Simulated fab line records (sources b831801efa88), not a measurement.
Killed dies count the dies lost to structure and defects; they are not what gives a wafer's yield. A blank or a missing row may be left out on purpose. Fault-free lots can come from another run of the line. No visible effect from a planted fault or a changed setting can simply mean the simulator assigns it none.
What tool caused it? | flow sky130 | Sampling: 11 lots, 31 wafers, 3 of 708 route steps

== WHAT THE GAUGES SHOWED, per wafer ==
SKY_CONTACT_RS_MEAS_25: the measuring method here is four-point-probe.
lot  | measured     | on            | CONTACT_W_RS (ohm/sq)
L303 | day 33 07:43 | film-metro-03 | 0.338 0.343 0.340
L302 | day 33 10:10 | film-metro-03 | 0.338 0.344 0.347
L304 | day 34 01:49 | film-metro-02 | 0.336 0.339 0.339
L305 | day 33 19:26 | film-metro-04 | 0.337 0.341 0.339
L306 | day 33 23:15 | film-metro-03 | 0.341 0.338 0.340
L307 | day 34 09:27 | film-metro-03 | 0.344 0.346 0.340
L308 | day 34 20:16 | film-metro-03 | 0.333 0.339 0.342
L310 | day 35 08:13 | film-metro-03 | 0.342 0.344 0.342
L311 | day 35 10:43 | film-metro-03 | 0.338 0.339 0.341
L319 | day 37 22:01 | film-metro-04 | 0.340 0.591 0.340 0.591
L321 | day 38 14:18 | film-metro-02 | 0.336 0.567 0.336 0.567

== WHICH TOOL RAN EACH LOT (tool, then ch and the chambers of the sampled wafers, then the start) ==
lot  | SKY_POLY_GATE_ETCH_17            | SKY_CONTACT_CVD_24
L303 | rie-si-02 ch 0,1,2, day 18 04:06 | cvd-w-01 ch 0,1, day 33 07:36
L302 | rie-si-02 ch 2,3, day 18 08:43   | cvd-w-02 ch 0,1, day 33 10:03
L304 | rie-si-02 ch 1,2, day 18 22:08   | cvd-w-01 ch 0,1, day 34 01:41
L305 | rie-si-02 ch 1,2,3, day 18 22:30 | cvd-w-02 ch 0,1, day 33 19:20
L306 | rie-si-01 ch 1,2, day 18 22:29   | cvd-w-01 ch 0,1, day 33 23:08
L307 | rie-si-02 ch 0,1,3, day 19 13:35 | cvd-w-01 ch 1, day 34 09:14
L308 | rie-si-02 ch 0,1,2, day 19 23:03 | cvd-w-02 ch 0,1, day 34 20:10
L310 | rie-si-01 ch 0,1, day 20 13:11   | cvd-w-01 ch 1, day 35 08:06
L311 | rie-si-02 ch 0,1,2, day 20 20:27 | cvd-w-02 ch 0,1, day 35 10:37
L319 | rie-si-02 ch 2, day 23 15:12     | cvd-w-01 ch 0,1, day 37 21:54
L321 | rie-si-01 ch 1,2, day 24 06:38   | cvd-w-01 ch 0, day 38 14:11
- SKY_POLY_GATE_ETCH_17: etches poly-Si in HBr/Cl2, stops on SiO2, target depth 180 nm, time 70.5 s.
- SKY_CONTACT_CVD_24: deposits W, target thk 340 nm, time 102.12 s.

== THE ANSWER, worked out from the rows above alone ==
Rule: usual is defined by the lots themselves. The widest of any qualifying gaps counts: lots, ordered by their means at a reading, are off when they make up no more than a third of the lots, leave a main group of 4 or more, and stand apart from it by 3 or more times the standard deviation of that group's means. If all means in a main group match to the digits the tables above print for the reading, that group is not used. A lot without any number at a reading at which 4 lots or more have one is off too. Where the step has rows for the other lots, those lots are counted as sound.
Off: L319, L321, at SKY_CONTACT_RS_MEAS_25 (CONTACT_W_RS). Main group: mean 0.340 ohm/sq, sd 0.002.
If a tool, at a process step before that reading, ran all the lots that are off and no sound lot after the first of them, it fits. Gauges at SKY_CONTACT_RS_MEAS_25: tried the same way as those tools. One fits: cvd-w-01 at SKY_CONTACT_CVD_24. Its last sound lot is L310 (day 35 08:06), its first lot that is off L319 (day 37 21:54): a fault that began between those two fits.

== WHAT HAD BEEN PUT IN BY THE SIMULATOR ==
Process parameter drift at SKY_CONTACT_CVD_24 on cvd-w-01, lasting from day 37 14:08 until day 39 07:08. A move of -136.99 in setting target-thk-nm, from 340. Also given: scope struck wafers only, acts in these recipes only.
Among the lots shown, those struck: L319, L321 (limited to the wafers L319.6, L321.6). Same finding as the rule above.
